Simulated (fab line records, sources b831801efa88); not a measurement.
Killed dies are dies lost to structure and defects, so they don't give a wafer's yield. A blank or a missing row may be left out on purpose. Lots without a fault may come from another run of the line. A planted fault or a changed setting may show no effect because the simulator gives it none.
Chamber matching | flow gf180mcu | GF_V2_CMP_04 on cmp-01: 4 sister chambers
The step polishes SiO2. 16 wafers are shown with their chamber, then 7 later ones without.

WAFERS WITH THEIR CHAMBER
wafer  | chamber | motor_current_A (A) | edge_zone_pressure_frac | time_to_endpoint_s (s)
L530.2 | 2       | 10.9                | 1.003                   | 75
L530.3 | 0       | 12.7                | 1.001                   | 75
L530.4 | 1       | 10.7                | 0.996                   | 86
L532.2 | 1       | 10.8                | 1.002                   | 78
L532.3 | 3       | 12.4                | 0.994                   | 72
L532.6 | 0       | 12.6                | 0.996                   | 88
L533.2 | 1       | 11.3                | 1.009                   | 82
L533.5 | 1       | 10.6                | 1.007                   | 87
L533.6 | 2       | 11.4                | 1.010                   | 85
L535.1 | 2       | 12.3                | 1.002                   | 69
L535.3 | 1       | 11.1                | 1.002                   | 83
L535.4 | 3       | 12.2                | 1.004                   | 85
L537.3 | 0       | 12.4                | 1.000                   | 72
L537.4 | 2       | 11.4                | 0.999                   | 75
L537.5 | 0       | 12.9                | 1.001                   | 72
L545.1 | 1       | 11.5                | 1.003                   | 78

SIGNATURES (means of the wafers above)
reading                 | chamber 0 | chamber 1 | chamber 2 | chamber 3 | scatter within a chamber
motor_current_A         | 12.650    | 11.000    | 11.500    | 12.300    | 0.388
edge_zone_pressure_frac | 0.99950   | 1.00317   | 1.00350   | 0.99900   | 0.00442
time_to_endpoint_s      | 76.75     | 82.33     | 76.00     | 78.50     | 6.22
Rule: a wafer's distance from a chamber is the root of the sum, over the readings, of the square of ((its reading less the chamber's mean) divided by the reading's scatter). The wafer belongs to the nearest chamber; if the next one is less than 2 further off, it can't be placed. The scatter: the root of (the sum of the squares of (reading less its chamber's mean) over the shown wafers, divided by (wafers less chambers)).

WAFERS WITHOUT THEIR CHAMBER
wafer  | motor_current_A (A) | edge_zone_pressure_frac | time_to_endpoint_s (s)
L545.4 | 11.3                | 0.998                   | 85
L548.2 | 11.7                | 0.998                   | 73
L548.5 | 11.8                | 0.999                   | 77
L548.6 | 10.8                | 1.000                   | 87
L551.1 | 11.9                | 0.998                   | 80
L551.2 | 10.4                | 0.999                   | 79
L551.3 | 11.7                | 1.004                   | 68

WHICH CHAMBER EACH WENT THROUGH
wafer  | from the rows above               | in truth
L545.4 | can't be placed: 1 or 2 or 3      | 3
L548.2 | can't be placed: 2 or 3 or 0 or 1 | 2
L548.5 | can't be placed: 2 or 3 or 0 or 1 | 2
L548.6 | can't be placed: 1 or 2           | 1
L551.1 | can't be placed: 3 or 2 or 0 or 1 | 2
L551.2 | can't be placed: 1 or 2           | 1
L551.3 | can't be placed: 2 or 3 or 1 or 0 | 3
Placed correctly: 0 of 7. Can't be placed from these rows: 7 (the true chamber is among the candidates in 7). Placed wrongly: 0.
